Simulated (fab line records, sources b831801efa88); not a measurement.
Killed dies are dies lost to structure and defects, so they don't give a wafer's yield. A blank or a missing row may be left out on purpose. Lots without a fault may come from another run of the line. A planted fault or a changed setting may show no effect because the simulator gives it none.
fab line records | flow gf180mcu
record lots=5 wafers=15 last_day=33
route steps=602 shown M5@531 V5@540
lots that met no fault: from a run of the same line without faults
start_h: hours from the record's first day to the start of the lot's first wafer shown | wait_h: hours since the lot's step before | " the same as in the row above | L1.1+2: a row that stands for several wafers | - no value, or no start given | * or withheld: withheld | < > ~ a bound
route shown NAME@n: a module of which the file shows steps, and the number in the route of the first | usual: mean/standard deviation of fault-free wafers | same: alike in all rows | chamber/n: place in a boat | sites: the reading at each site | _std_site: their standard deviation | _edge_site: outer sites' mean less inner sites' | radius_mm: how far each site lies from the wafer's centre | mask NAME#n: copy n | behind: the tool/chamber that last shaped the wafer | hold: why the lot was held/for how many hours/how that ended | device: the transistor (n, p or np) that didn't switch | end of line: the same wafers' tests at the end of the route | a step without rows: its recipe alone | killed: dies lost to structure and defects at the first sort, not the wafer's yield | map: a wafer's dies, x killed, . not, _ none there
set.NAME: the setting as run; set.NAME@STEP: as run at that earlier step | model.NAME: the simulator's own value behind a step, which no gauge read
lots at some steps of the route; a table a step, a row a wafer
services: from which hour (start_h, from the record's first day; less than 0 if before it) a tool's chamber was out of use, for how many hours, and why
## steps
# step GF_M5_PEB_05
# recipe peb_temp_c=135 peb_time_s=90 resist=KrF
# usual chill_plate_temp_C=22.97/0.099
# same peb_time_s=90
# columns lot.wafer tool chamber start_h wait_h chill_plate_temp_C
L075.1 litho_track-01 0 - - 22.86
L075.2 " 0 " " 22.91
L075.3 " 0 " " 22.92
L077.1 litho_track-04 0 - - 22.90
L077.4 " 0 " " 23.01
L077.5 " 0 " " 22.97
L085.1 litho_track-04 0 - - 23.00
L085.3 " 0 " " 22.90
L085.4 " 0 " " 22.95
L089.3 litho_track-03 0 - - 23.06
L089.5 " 0 " " 22.98
L089.6 " 0 " " 23.11
L090.2 litho_track-04 0 - - 23.07
L090.4 " 0 " " 23.04
L090.6 " 0 " " 22.97
# step GF_M5_DEVELOP_06
# recipe develop_time_s=60 dev_temp_c=21
# usual chill_plate_temp_C=23.00/0.11 developer_temp_C=21.00/0.1
# columns lot.wafer tool chamber start_h wait_h chill_plate_temp_C developer_temp_C
L075.1 litho_track-01 0 608.89 0.2 22.80 20.99
L075.2 " 0 " " 22.98 20.94
L075.3 " 0 " " 22.68 21.15
L077.1 litho_track-04 0 625.41 0.2 23.06 21.15
L077.4 " 0 " " 22.99 20.97
L077.5 " 0 " " 23.01 20.96
L085.1 litho_track-04 0 691.91 0.2 23.01 20.78
L085.3 " 0 " " 22.99 21.01
L085.4 " 0 " " 23.08 20.94
L089.3 litho_track-03 0 724.27 0.1 22.94 21.08
L089.5 " 0 " " 22.76 20.97
L089.6 " 0 " " 22.97 20.99
L090.2 litho_track-04 0 729.63 0.2 23.14 21.06
L090.4 " 0 " " 23.19 20.97
L090.6 " 0 " " 23.12 20.94
# step GF_M5_CD_MEAS_07
# recipe target_cd_nm=280
# usual cd_nm=279.9/1.1
# columns lot.wafer tool chamber start_h wait_h cd_nm
L075.1 cd_sem-01 - 609.04 0.1 278.5
L075.2 " - " " 277.5
L075.3 " - " " 278.8
L077.1 cd_sem-01 - 625.56 0.1 279.4
L077.4 " - " " 279.4
L077.5 " - " " 279.5
L085.1 cd_sem-01 - 692.06 0.1 280.3
L085.3 " - " " 279.3
L085.4 " - " " 278.4
L089.3 cd_sem-01 - 724.41 0.1 279.2
L089.5 " - " " 278.8
L089.6 " - " " 278.3
L090.2 cd_sem-02 - 729.78 0.1 278.5
L090.4 " - " " 280.2
L090.6 " - " " 279.7
# step GF_M5_OVL_MEAS_08
# usual M5_OVL=4/6.6
# columns lot.wafer tool chamber start_h wait_h M5_OVL[nm]
L075.1 overlay-01 - 609.16 0.1 7
L075.2 " - " " 2
L075.3 " - " " 5
L077.1 overlay-01 - 625.68 0.1 1
L077.4 " - " " 7
L077.5 " - " " 5
L085.1 overlay-02 - 692.18 0.1 9
L085.3 " - " " 10
L085.4 " - " " 12
L089.3 overlay-02 - 724.50 0.1 3
L089.5 " - " " 6
L089.6 " - " " -9
L090.2 overlay-02 - 729.89 0.1 6
L090.4 " - " " 16
L090.6 " - " " 11
# step GF_M5_ETCH_09
# recipe chemistry=CF4/O2 target=Si3N4 target_depth_nm=52 source_w=800 bias_w=150 pressure_mtorr=150 cf4_flow_sccm=80 O2_flow_sccm=10 time_s=11.6
# usual drypump_motor_current_A=5.7/0.35 oes_product_au=0.999/0.007 throttle_valve_pct=5.970/0.0079
# columns lot.wafer tool chamber start_h wait_h drypump_motor_current_A oes_product_au rf_hours_counter_h throttle_valve_pct
L075.1 rie_diel-01 2 609.19 0.0 5.5 0.998 4 5.965
L075.2 " 1 " " 6.2 0.996 7 5.968
L075.3 " 3 " " 5.4 1.001 3 5.973
L077.1 rie_diel-02 0 625.72 0.0 5.2 0.985 11 5.972
L077.4 " 2 " " 6.5 0.984 4 5.965
L077.5 " 0 " " 5.2 0.995 - 5.963
L085.1 rie_diel-01 3 692.22 0.0 5.4 1.004 7 5.979
L085.3 " 1 " " 6.2 0.994 10 5.964
L085.4 " 0 " " 5.9 0.999 1 5.970
L089.3 rie_diel-04 3 724.53 0.0 5.8 1.011 9 5.979
L089.5 " 0 " " 5.5 1.003 - 5.976
L089.6 " 1 " " 5.5 1.009 - 5.975
L090.2 rie_diel-02 2 729.92 0.0 6.5 1.003 8 5.967
L090.4 " 1 " " 5.4 1.005 - 5.963
L090.6 " 3 " " 6.1 1.006 - 5.967
# step GF_M5_METAL_ETCH_10
# recipe chemistry=Cl2/BCl3 mask_material=KrF target_depth_nm=750.8 stop_on=SiO2 pressure_mtorr=8 icp_w=800 bias_w=140 Cl2_flow_sccm=80 bcl3_flow_sccm=40 time_s=125.1
# usual drypump_motor_current_A=5.5/0.35 oes_product_au=0.991/0.0052 throttle_valve_pct=28.228/0.011
# columns lot.wafer tool chamber start_h wait_h drypump_motor_current_A oes_product_au rf_hours_counter_h throttle_valve_pct
L075.1 rie_metal-02 1 609.22 0.0 5.6 0.985 8 28.236
L075.2 " 0 " " 6.0 0.993 13 28.218
L075.3 " 1 " " 5.6 0.989 - 28.242
L077.1 rie_metal-01 1 625.74 0.0 5.6 0.986 5 28.228
L077.4 " 0 " " 5.7 0.999 - 28.211
L077.5 " 0 " " 5.6 0.994 - 28.220
L085.1 rie_metal-03 0 692.24 0.0 5.4 0.991 17 28.221
L085.3 " 0 " " 5.4 0.988 - 28.244
L085.4 " 1 " " 4.9 0.991 - 28.238
L089.3 rie_metal-02 1 724.59 0.1 5.6 0.992 - 28.228
L089.5 " 1 " " 5.6 0.984 - 28.214
L089.6 " 0 " " 6.0 0.992 - 28.214
L090.2 rie_metal-02 0 729.94 0.0 6.0 0.979 1 28.211
L090.4 " 1 " " 5.6 0.990 - 28.222
L090.6 " 0 " " 6.0 0.990 - 28.216
# step GF_M5_STRIP_11
# recipe chemistry=O2/N2 power_w=1400 pressure_mtorr=1500 platen_temp_c=250 o2_flow_sccm=3000 n2_flow_sccm=300 overash_fraction=0.5
# usual drypump_motor_current_A=5.4/0.62 heater_power_w=341/12 oes_product_au=0.524/0.0049 strip_time_to_endpoint_s=7.05/0.05
# columns lot.wafer tool chamber start_h wait_h drypump_motor_current_A heater_power_w oes_product_au rf_hours_counter_h strip_time_to_endpoint_s
L075.1 plasma_asher-04 0 609.35 0.1 5.0 335 0.532 18 7.11
L075.2 " 1 " " 4.8 352 0.523 18 7.07
L075.3 " 1 " " 4.8 359 0.525 - 7.15
L077.1 plasma_asher-04 1 625.87 0.1 4.8 345 0.518 20 7.11
L077.4 " 0 " " 5.0 342 0.519 - 7.07
L077.5 " 1 " " 4.8 354 0.532 - 7.09
L085.1 plasma_asher-02 1 692.37 0.1 5.4 341 0.520 59 7.09
L085.3 " 0 " " 5.5 341 0.526 - 7.07
L085.4 " 1 " " 5.4 334 0.519 - 7.06
L089.3 plasma_asher-03 0 724.71 0.1 6.6 319 0.526 - 7.11
L089.5 " 0 " " 6.5 322 0.524 - 7.08
L089.6 " 1 " " 4.8 363 0.522 - 7.10
L090.2 plasma_asher-03 0 730.07 0.1 6.5 324 0.526 93 7.04
L090.4 " 1 " " 4.8 354 0.528 - 7.01
L090.6 " 1 " " 4.8 362 0.528 - 7.01
# step GF_M5_STRIP_12
# recipe chemistry=post_etch_residue_remover time_s=1200 temp_c=72.5
# usual bath_heat_duty_pct=14.0/1.6
# columns lot.wafer tool chamber start_h wait_h bath_heat_duty_pct
L075.1 wet_bench-04 3 609.45 0.1 15.2
L075.2 " 3 " " 13.5
L075.3 " 3 " " 13.5
L077.1 wet_bench-01 2 625.97 0.1 14.2
L077.4 " 2 " " 15.2
L077.5 " 2 " " 14.6
L085.1 wet_bench-04 2 692.47 0.1 14.7
L085.3 " 2 " " 14.3
L085.4 " 2 " " 13.7
L089.3 wet_bench-04 0 724.78 0.0 12.9
L089.5 " 0 " " 14.0
L089.6 " 0 " " 14.6
L090.2 wet_bench-01 0 730.17 0.1 16.5
L090.4 " 0 " " 14.2
L090.6 " 0 " " 16.1
# step GF_M5_CLEAN_13
# recipe chemistry=DIW dry=n2_spin
# columns lot.wafer tool chamber start_h wait_h
L075.1+2+3 wet_bench-01 3 609.79 0.0
L077.1+4+5 wet_bench-03 2 626.34 0.0
L085.1+3+4 wet_bench-01 3 692.81 0.0
L089.3+5+6 wet_bench-03 0 725.12 0.0
L090.2+4+6 wet_bench-03 3 730.51 0.0
# step GF_V5_CVD_00
# recipe material=SiO2 target_thk_nm=300 sigma_open_frac=0.3 temp_c=400 time_s=50 sih4_flow_sccm=60 pressure_mtorr=6
# columns lot.wafer tool chamber start_h wait_h
L075.1+2+3 hdpcvd-01 0,2,1 609.88 0.0
L077.1+4+5 hdpcvd-01 0,0,1 626.43 0.0
L085.1+3+4 hdpcvd-01 1,2,2 692.90 0.0
L089.3+5+6 hdpcvd-02 2,2,0 725.30 0.0
L090.2+4+6 hdpcvd-01 2,0,2 730.69 0.0
# step GF_V5_THK_MEAS_01
# recipe reads=SiO2_of_V5_CVD_00
# usual V5_CVD_00_THK=300.4/3
# columns lot.wafer tool chamber start_h wait_h V5_CVD_00_THK[nm]
L075.1 film_metro-01 - 609.92 0.0 303.2
L075.2 " - " " 304.7
L075.3 " - " " 302.9
L077.1 film_metro-03 - 626.48 0.0 299.1
L077.4 " - " " 298.6
L077.5 " - " " 299.1
L085.1 film_metro-01 - 692.95 0.0 298.8
L085.3 " - " " 299.5
L085.4 " - " " 299.0
L089.3 film_metro-02 - 725.37 0.0 297.0
L089.5 " - " " 299.0
L089.6 " - " " 298.3
L090.2 film_metro-02 - 730.75 0.0 296.4
L090.4 " - " " 299.9
L090.6 " - " " 296.8
# step GF_V5_CVD_02
# recipe material=SiO2 target_thk_nm=1450 precursor=TEOS temp_c=400 time_s=163.28 rf_w=600
# usual heater_power_w=658/85
# columns lot.wafer tool chamber start_h wait_h heater_power_w
L075.1 pecvd-04 1 609.98 0.1 754
L075.2 " 0 " " 666
L075.3 " 2 " " 560
L077.1 pecvd-02 2 626.54 0.1 626
L077.4 " 1 " " 744
L077.5 " 2 " " 505
L085.1 pecvd-01 0 693.01 0.1 531
L085.3 " 1 " " 674
L085.4 " 2 " " 724
L089.3 pecvd-04 0 725.41 0.0 651
L089.5 " 0 " " 533
L089.6 " 1 " " 822
L090.2 pecvd-02 2 730.80 0.0 530
L090.4 " 2 " " 601
L090.6 " 0 " " 621
# step GF_V5_THK_MEAS_03
# recipe reads=SiO2_of_V5_CVD_02
# usual V5_CVD_02_THK=1449/20
# columns lot.wafer tool chamber start_h wait_h V5_CVD_02_THK[nm]
L075.1 film_metro-03 - 610.09 0.1 1414
L075.2 " - " " 1418
L075.3 " - " " 1424
L077.1 film_metro-01 - 626.64 0.1 1435
L077.4 " - " " 1454
L077.5 " - " " 1448
L085.1 film_metro-03 - 693.11 0.1 1422
L085.3 " - " " 1401
L085.4 " - " " 1445
L089.3 film_metro-01 - 725.54 0.1 1435
L089.5 " - " " 1453
L089.6 " - " " 1466
L090.2 film_metro-03 - 730.91 0.1 1422
L090.4 " - " " 1442
L090.6 " - " " 1455
# step GF_V5_CMP_04
# recipe material=SiO2 down_force_psi=4 platen_rpm=60 pad_velocity_m_s=0.94248
# usual motor_current_A=11.0/0.67
# columns lot.wafer tool chamber start_h wait_h motor_current_A
L075.2 cmp-01 1 610.15 0.0 11.0
L075.3 " 2 " " 12.5
L075.1 " 3 " " 11.4
L077.4 cmp-02 0 626.75 0.1 10.9
L077.1 " 2 " " 11.6
L077.5 " 0 " " 10.9
L085.3 cmp-01 1 693.17 0.0 11.4
L085.1 " 3 " " 11.3
L085.4 " 0 " " 10.4
L089.3 cmp-02 1 725.68 0.1 11.5
L089.5 " 3 " " 10.0
L089.6 " 0 " " 10.5
L090.2 cmp-01 1 731.01 0.1 11.7
L090.4 " 2 " " 12.3
L090.6 " 1 " " 10.7
# step GF_V5_BOW_MEAS_05
# recipe mode=bow
# usual V5_BOW=134/9.4
# columns lot.wafer tool chamber start_h wait_h V5_BOW[um]
L075.1 film_metro-02 - 610.45 0.1 137
L075.2 " - " " 141
L075.3 " - " " 148
L077.1 film_metro-03 - 627.00 0.1 129
L077.4 " - " " 129
L077.5 " - " " 129
L085.1 film_metro-02 - 693.47 0.1 134
L085.3 " - " " 134
L085.4 " - " " 125
L089.3 film_metro-03 - 725.92 0.2 147
L089.5 " - " " 139
L089.6 " - " " 127
L090.2 film_metro-03 - 731.28 0.2 127
L090.4 " - " " 129
L090.6 " - " " 126
# step GF_V5_DEHYDRATE_06
# recipe temp_c=200 time_s=60
# usual chill_plate_temp_C=23.00/0.11
# columns lot.wafer tool chamber start_h wait_h chill_plate_temp_C
L075.1 litho_track-02 0 620.39 9.9 23.08
L075.2 " 0 " " 22.85
L075.3 " 0 " " 22.97
L077.1 litho_track-02 0 636.29 9.3 22.88
L077.4 " 0 " " 22.93
L077.5 " 0 " " 23.01
L085.1 litho_track-01 0 702.14 8.6 23.01
L085.3 " 0 " " 22.94
L085.4 " 0 " " 23.14
L089.3 litho_track-02 0 733.44 7.5 23.08
L089.5 " 0 " " 23.16
L089.6 " 0 " " 23.00
L090.2 litho_track-02 0 739.37 8.1 22.92
L090.4 " 0 " " 23.02
L090.6 " 0 " " 22.90
# step GF_V5_HMDS_07
# recipe prime_time_s=60 prime_temp_c=120
# usual chill_plate_temp_C=23.00/0.11
# same prime_time_s=60
# columns lot.wafer tool chamber start_h wait_h chill_plate_temp_C
L075.1 litho_track-02 0 620.54 0.1 23.07
L075.2 " 0 " " 22.97
L075.3 " 0 " " 23.02
L077.1 litho_track-02 0 636.44 0.1 22.87
L077.4 " 0 " " 22.82
L077.5 " 0 " " 22.89
L085.1 litho_track-01 0 702.29 0.1 23.23
L085.3 " 0 " " 22.77
L085.4 " 0 " " 23.03
L089.3 litho_track-02 0 733.59 0.1 22.96
L089.5 " 0 " " 22.78
L089.6 " 0 " " 23.03
L090.2 litho_track-02 0 739.52 0.1 23.00
L090.4 " 0 " " 23.01
L090.6 " 0 " " 23.16
# step GF_V5_COAT_08
# recipe resist=BARC temp_c=withheld time_s=withheld spin_rpm=withheld resist_thk_nm=withheld
# usual chill_plate_temp_C=*
# columns lot.wafer tool chamber start_h wait_h chill_plate_temp_C
L075.1 litho_track-02 0 620.69 0.1 *
L075.2 " 0 " " *
L075.3 " 0 " " *
L077.1 litho_track-02 0 636.59 0.1 *
L077.4 " 0 " " *
L077.5 " 0 " " *
L085.1 litho_track-01 0 702.44 0.1 *
L085.3 " 0 " " *
L085.4 " 0 " " *
L089.3 litho_track-02 0 733.74 0.1 *
L089.5 " 0 " " *
L089.6 " 0 " " *
L090.2 litho_track-02 0 739.67 0.1 *
L090.4 " 0 " " *
L090.6 " 0 " " *
# step GF_V5_COAT_09
# recipe resist=KrF spin_rpm=withheld resist_thk_nm=1000
# usual chill_plate_temp_C=23.00/0.085
# columns lot.wafer tool chamber start_h wait_h chill_plate_temp_C
L075.1 litho_track-02 0 - - 23.15
L075.2 " 0 " " 23.19
L075.3 " 0 " " 22.90
L077.1 litho_track-02 0 - - 22.98
L077.4 " 0 " " 22.99
L077.5 " 0 " " 22.96
L085.1 litho_track-01 0 - - 23.11
L085.3 " 0 " " 23.01
L085.4 " 0 " " 22.95
L089.3 litho_track-02 0 - - 23.07
L089.5 " 0 " " 23.13
L089.6 " 0 " " 23.23
L090.2 litho_track-02 0 - - 22.98
L090.4 " 0 " " 23.07
L090.6 " 0 " " 22.95
# step GF_V5_SOFTBAKE_10
# recipe temp_c=130 time_s=60 resist=KrF
# usual chill_plate_temp_C=23.01/0.098
# columns lot.wafer tool chamber start_h wait_h chill_plate_temp_C
L075.1 litho_track-02 0 - - 23.20
L075.2 " 0 " " 23.28
L075.3 " 0 " " 23.19
L077.1 litho_track-02 0 - - 23.02
L077.4 " 0 " " 22.86
L077.5 " 0 " " 23.01
L085.1 litho_track-01 0 - - 23.03
L085.3 " 0 " " 22.97
L085.4 " 0 " " 22.83
L089.3 litho_track-02 0 - - 22.93
L089.5 " 0 " " 23.08
L089.6 " 0 " " 22.98
L090.2 litho_track-02 0 - - 23.08
L090.4 " 0 " " 23.04
L090.6 " 0 " " 22.99
# step GF_V5_EXPOSE_11
# recipe mask_id=Via5 target_cd_nm=260 na=0.68 source_shape=conventional sigma_outer=0.6 dose_mj=38
# columns lot.wafer tool chamber start_h wait_h mask
L075.1+2+3 krf_scanner-01 0 - - Via5#0
L077.1+4+5 krf_scanner-02 0 - - Via5#0
L085.1+3+4 krf_scanner-01 0 - - Via5#0
L089.3+5+6 krf_scanner-01 0 - - Via5#0
L090.2+4+6 krf_scanner-02 0 - - Via5#0
# step GF_V5_PEB_12
# recipe peb_temp_c=135 peb_time_s=90 resist=KrF
# usual chill_plate_temp_C=23.01/0.11
# same peb_time_s=90
# columns lot.wafer tool chamber start_h wait_h chill_plate_temp_C
L075.1 litho_track-03 0 - - 22.97
L075.2 " 0 " " 23.13
L075.3 " 0 " " 22.93
L077.1 litho_track-01 0 - - 23.18
L077.4 " 0 " " 23.03
L077.5 " 0 " " 23.04
L085.1 litho_track-02 0 - - 22.82
L085.3 " 0 " " 22.87
L085.4 " 0 " " 22.88
L089.3 litho_track-03 0 - - 23.01
L089.5 " 0 " " 23.09
L089.6 " 0 " " 23.03
L090.2 litho_track-01 0 - - 23.20
L090.4 " 0 " " 23.08
L090.6 " 0 " " 23.07
# step GF_V5_DEVELOP_13
# recipe develop_time_s=60 resist=KrF dev_temp_c=21
# usual chill_plate_temp_C=22.99/0.12 developer_temp_C=20.99/0.094
# columns lot.wafer tool chamber start_h wait_h chill_plate_temp_C developer_temp_C
L075.1 litho_track-03 0 630.92 0.2 22.88 21.08
L075.2 " 0 " " 23.00 21.11
L075.3 " 0 " " 22.89 20.95
L077.1 litho_track-01 0 646.89 0.2 23.16 21.27
L077.4 " 0 " " 23.04 21.06
L077.5 " 0 " " 22.95 21.10
L085.1 litho_track-02 0 711.84 0.2 22.92 21.00
L085.3 " 0 " " 23.04 20.94
L085.4 " 0 " " 22.97 20.93
L089.3 litho_track-03 0 742.67 0.1 23.03 20.87
L089.5 " 0 " " 22.99 20.99
L089.6 " 0 " " 23.08 21.05
L090.2 litho_track-01 0 748.61 0.2 23.15 21.02
L090.4 " 0 " " 23.25 20.96
L090.6 " 0 " " 23.22 20.98
# step GF_V5_CD_MEAS_14
# recipe target_cd_nm=260
# usual cd_nm=260.0/1.2
# columns lot.wafer tool chamber start_h wait_h cd_nm
L075.1 cd_sem-02 - 631.07 0.1 260.0
L075.2 " - " " 261.4
L075.3 " - " " 260.4
L077.1 cd_sem-02 - 647.04 0.1 259.9
L077.4 " - " " 259.3
L077.5 " - " " 259.3
L085.1 cd_sem-02 - 711.99 0.1 261.4
L085.3 " - " " 260.4
L085.4 " - " " 260.0
L089.3 cd_sem-02 - 742.81 0.1 260.8
L089.5 " - " " 261.5
L089.6 " - " " 260.5
L090.2 cd_sem-01 - 748.76 0.1 260.3
L090.4 " - " " 259.4
L090.6 " - " " 259.7
# step GF_V5_OVL_MEAS_15
# usual V5_OVL=-4/5
# columns lot.wafer tool chamber start_h wait_h V5_OVL[nm]
L075.1 overlay-01 - 631.19 0.1 -5
L075.2 " - " " -3
L075.3 " - " " -3
L077.1 overlay-02 - 647.16 0.1 1
L077.4 " - " " 1
L077.5 " - " " -9
L085.1 overlay-02 - 712.11 0.1 -9
L085.3 " - " " -10
L085.4 " - " " -7
L089.3 overlay-02 - 742.90 0.1 -6
L089.5 " - " " -3
L089.6 " - " " -6
L090.2 overlay-01 - 748.86 0.1 -2
L090.4 " - " " -7
L090.6 " - " " -7
# step GF_V5_ETCH_16
# recipe chemistry=N2/H2 target_depth_a=withheld overetch_a=withheld time_s=withheld target=BARC ion_energy_ev=200 source_w=500 bias_w=100 pressure_mtorr=30 n2_flow_sccm=100 h2_flow_sccm=200
# usual drypump_motor_current_A=5.8/0.4 oes_product_au=0.854/0.0046 throttle_valve_pct=13.226/0.0089
# columns lot.wafer tool chamber start_h wait_h drypump_motor_current_A oes_product_au throttle_valve_pct
L075.1 rie_diel-04 3 631.23 0.0 5.8 0.856 13.228
L075.2 " 0 " " 5.5 0.863 13.240
L075.3 " 2 " " 5.6 0.851 13.222
L077.1 rie_diel-01 1 647.19 0.0 6.2 0.850 13.224
L077.4 " 3 " " 5.4 0.860 13.225
L077.5 " 2 " " 5.5 0.855 13.233
L085.1 rie_diel-03 2 712.15 0.0 6.6 0.850 13.221
L085.3 " 1 " " 5.3 0.855 13.237
L085.4 " 1 " " 5.3 0.850 13.240
L089.3 rie_diel-03 1 742.93 0.0 5.3 0.856 13.213
L089.5 " 0 " " 6.3 0.844 13.234
L089.6 " 1 " " 5.4 0.858 13.211
L090.2 rie_diel-03 1 748.89 0.0 5.3 0.856 13.237
L090.4 " 3 " " 6.1 0.848 13.228
L090.6 " 2 " " 6.6 0.850 13.234
# step GF_V5_ETCH_17
# recipe chemistry=C4F8/O2/Ar mask_material=KrF target=SiO2 stop_on=TiN source_w=1500 bias_w=1200 pressure_mtorr=40 c4f8_flow_sccm=withheld O2_flow_sccm=6 Ar_flow_sccm=300 time_s=withheld target_depth_a=8550
# usual oes_product_au=0.859/0.0039
# columns lot.wafer tool chamber start_h wait_h oes_product_au
L075.1 rie_diel-04 3 - - 0.860
L075.2 " 0 " " 0.859
L075.3 " 2 " " 0.862
L077.1 rie_diel-01 1 - - 0.858
L077.4 " 3 " " 0.855
L077.5 " 2 " " 0.865
L085.1 rie_diel-03 2 - - 0.859
L085.3 " 1 " " 0.855
L085.4 " 1 " " 0.858
L089.3 rie_diel-03 1 - - 0.859
L089.5 " 0 " " 0.864
L089.6 " 1 " " 0.862
L090.2 rie_diel-03 1 - - 0.858
L090.4 " 3 " " 0.856
L090.6 " 2 " " 0.853
# step GF_V5_STRIP_18
# recipe chemistry=O2/N2 power_w=1400 pressure_mtorr=1500 platen_temp_c=250 o2_flow_sccm=3000 n2_flow_sccm=300 overash_fraction=0.5
# usual drypump_motor_current_A=5.33/0.26 heater_power_w=343/15 oes_product_au=0.568/0.0047
# columns lot.wafer tool chamber start_h wait_h drypump_motor_current_A heater_power_w oes_product_au rf_hours_counter_h
L075.1 plasma_asher-04 1 631.38 - 4.83 348 0.560 20
L075.2 " 0 " " 4.97 331 0.566 20
L075.3 " 0 " " 4.96 329 0.563 -
L077.1 plasma_asher-04 0 647.35 - 4.98 335 0.570 22
L077.4 " 0 " " 4.98 328 0.565 -
L077.5 " 0 " " 4.98 342 0.562 -
L085.1 plasma_asher-02 1 712.30 - 5.43 348 0.570 61
L085.3 " 0 " " 5.51 346 0.565 -
L085.4 " 1 " " 5.42 338 0.565 -
L089.3 plasma_asher-01 1 743.11 - 5.29 366 0.562 -
L089.5 " 0 " " 5.61 317 0.563 -
L089.6 " 1 " " 5.30 367 0.564 -
L090.2 plasma_asher-02 1 749.05 - 5.43 339 0.569 65
L090.4 " 1 " " 5.42 338 0.570 -
L090.6 " 0 " " 5.56 332 0.569 -
# step GF_V5_STRIP_19
# recipe chemistry=post_etch_residue_remover time_s=1200 temp_c=72.5
# usual bath_heat_duty_pct=14.2/1.3
# columns lot.wafer tool chamber start_h wait_h bath_heat_duty_pct
L075.1 wet_bench-02 1 631.48 0.1 15.7
L075.2 " 1 " " 15.6
L075.3 " 1 " " 14.3
L077.1 wet_bench-04 0 647.45 0.1 13.0
L077.4 " 0 " " 13.3
L077.5 " 0 " " 13.9
L085.1 wet_bench-02 2 712.40 0.1 15.0
L085.3 " 2 " " 15.5
L085.4 " 2 " " 13.5
L089.3 wet_bench-02 3 743.18 0.0 12.4
L089.5 " 3 " " 12.9
L089.6 " 3 " " 12.0
L090.2 wet_bench-02 0 749.15 0.1 13.6
L090.4 " 0 " " 14.2
L090.6 " 0 " " 14.2
# step GF_V5_CLEAN_20
# recipe chemistry=DIW dry=n2_spin
# columns lot.wafer tool chamber start_h wait_h
L075.1+2+3 wet_bench-04 0 631.85 0.0
L077.1+4+5 wet_bench-02 2 647.79 0.0
L085.1+3+4 wet_bench-03 1 712.74 0.0
L089.3+5+6 wet_bench-03 1 743.52 0.0
L090.2+4+6 wet_bench-02 2 749.49 0.0
# step GF_V5_SPUTTER_21
# recipe material=Ti target_thk_nm=15 chamber_pressure_pa=5 power_w=2500 substrate_temp_c=200 time_s=80.02
# usual throttle_valve_pct=29.6/1.2
# columns lot.wafer tool chamber start_h wait_h throttle_valve_pct
L075.1 pvd_sputter-03 - 631.94 0.0 29.9
L075.2 " - " " 27.5
L075.3 " - " " 28.6
L077.1 pvd_sputter-03 - 647.88 0.0 27.5
L077.4 " - " " 30.1
L077.5 " - " " 30.3
L085.1 pvd_sputter-03 - 712.84 0.0 30.4
L085.3 " - " " 28.6
L085.4 " - " " 27.6
L089.3 pvd_sputter-03 - 743.61 0.0 30.4
L089.5 " - " " 30.4
L089.6 " - " " 27.6
L090.2 pvd_sputter-04 - 749.58 0.0 30.1
L090.4 " - " " 29.4
L090.6 " - " " 28.5
# step GF_V5_SPUTTER_22
# recipe material=TiN target_thk_nm=10 chamber_pressure_pa=5 power_w=4000 time_s=40
# usual throttle_valve_pct=29.6/1.2
# columns lot.wafer tool chamber start_h wait_h throttle_valve_pct
L075.1 pvd_sputter-03 - 632.01 0.0 30.0
L075.2 " - " " 27.5
L075.3 " - " " 28.8
L077.1 pvd_sputter-03 - 647.95 0.0 27.4
L077.4 " - " " 29.9
L077.5 " - " " 30.5
L085.1 pvd_sputter-03 - 712.90 0.0 30.5
L085.3 " - " " 28.7
L085.4 " - " " 27.5
L089.3 pvd_sputter-03 - 743.67 0.0 30.6
L089.5 " - " " 30.7
L089.6 " - " " 27.7
L090.2 pvd_sputter-04 - 749.64 0.0 30.2
L090.4 " - " " 29.3
L090.6 " - " " 28.3
# step GF_V5_CVD_23
# recipe material=W target_thk_nm=350 time_s=104.9 temp_c=400 pressure_torr=40
# usual heater_power_w=807/50
# columns lot.wafer tool chamber start_h wait_h heater_power_w
L075.1 cvd_w-01 0 632.04 0.0 801
L075.2 " 1 " " 821
L075.3 " 1 " " 814
L077.1 cvd_w-01 1 647.99 0.0 825
L077.4 " 1 " " 824
L077.5 " 1 " " 828
L085.1 cvd_w-02 0 712.94 0.0 874
L085.3 " 1 " " 722
L085.4 " 0 " " 894
L089.3 cvd_w-01 0 743.75 0.1 814
L089.5 " 0 " " 812
L089.6 " 1 " " 819
L090.2 cvd_w-01 1 749.68 0.0 825
L090.4 " 1 " " 817
L090.6 " 1 " " 815
# step GF_V5_RS_MEAS_24
# recipe thk_meas_gauge=four-point-probe reads=W_of_V5_CVD_23+TiN_of_V5_SPUTTER_22+Ti_of_V5_SPUTTER_21
# usual V5_W_RS=0.330/0.0047
# columns lot.wafer tool chamber start_h wait_h V5_W_RS[ohm/sq]
L075.1 film_metro-01 - 632.16 0.1 0.326
L075.2 " - " " 0.330
L075.3 " - " " 0.331
L077.1 film_metro-03 - 648.11 0.1 0.334
L077.4 " - " " 0.334
L077.5 " - " " 0.337
L085.1 film_metro-03 - 713.05 0.1 0.333
L085.3 " - " " 0.325
L085.4 " - " " 0.333
L089.3 film_metro-02 - 743.86 0.1 0.333
L089.5 " - " " 0.330
L089.6 " - " " 0.332
L090.2 film_metro-03 - 749.81 0.1 0.337
L090.4 " - " " 0.335
L090.6 " - " " 0.334
# step GF_V5_THK_MEAS_25
# recipe thk_meas_gauge=xrf reads=W_of_V5_CVD_23
# usual V5_W_THK=356/6.3
# columns lot.wafer tool chamber start_h wait_h V5_W_THK[nm]
L075.1 film_metro-01 - 632.28 0.1 355
L075.2 " - " " 354
L075.3 " - " " 351
L077.1 film_metro-03 - 648.23 0.1 350
L077.4 " - " " 347
L077.5 " - " " 347
L085.1 film_metro-03 - 713.17 0.1 354
L085.3 " - " " 364
L085.4 " - " " 351
L089.3 film_metro-02 - 743.96 0.1 357
L089.5 " - " " 360
L089.6 " - " " 355
L090.2 film_metro-03 - 749.92 0.1 347
L090.4 " - " " 348
L090.6 " - " " 351
## services
# columns tool chamber start_h hours kind
rie_diel-03 2 610.41 3.4 repair
wet_bench-01 - 628.85 1.9 pm
hdpcvd-01 - 651.79 6.0 pm
wet_bench-04 - 652.46 1.9 pm
cmp-01 - 652.95 5.0 pm
cmp-01 - 657.96 15.5 pm
krf_scanner-01 - 658.50 0.8 pm
cmp-01 - 672.61 7.8 repair
cvd_w-01 1 673.56 4.8 repair
rie_diel-01 1 675.54 1.4 repair
plasma_asher-04 - 687.14 0.8 repair
cmp-01 - 689.02 0.8 repair
krf_scanner-01 - 695.34 1.0 pm
rie_diel-01 1 697.93 7.3 repair
rie_diel-03 3 698.30 4.6 repair
rie_diel-04 1 699.54 3.8 repair
krf_scanner-01 - 700.99 1.3 pm
rie_diel-03 0 702.37 20.9 repair
rie_diel-03 - 702.90 0.3 repair
krf_scanner-01 - 703.69 19.7 repair
rie_diel-01 1 707.14 9.9 repair
plasma_asher-04 - 737.99 0.7 repair
cmp-01 - 744.08 4.0 pm
rie_diel-03 1 744.72 2.5 repair
## key
fault none
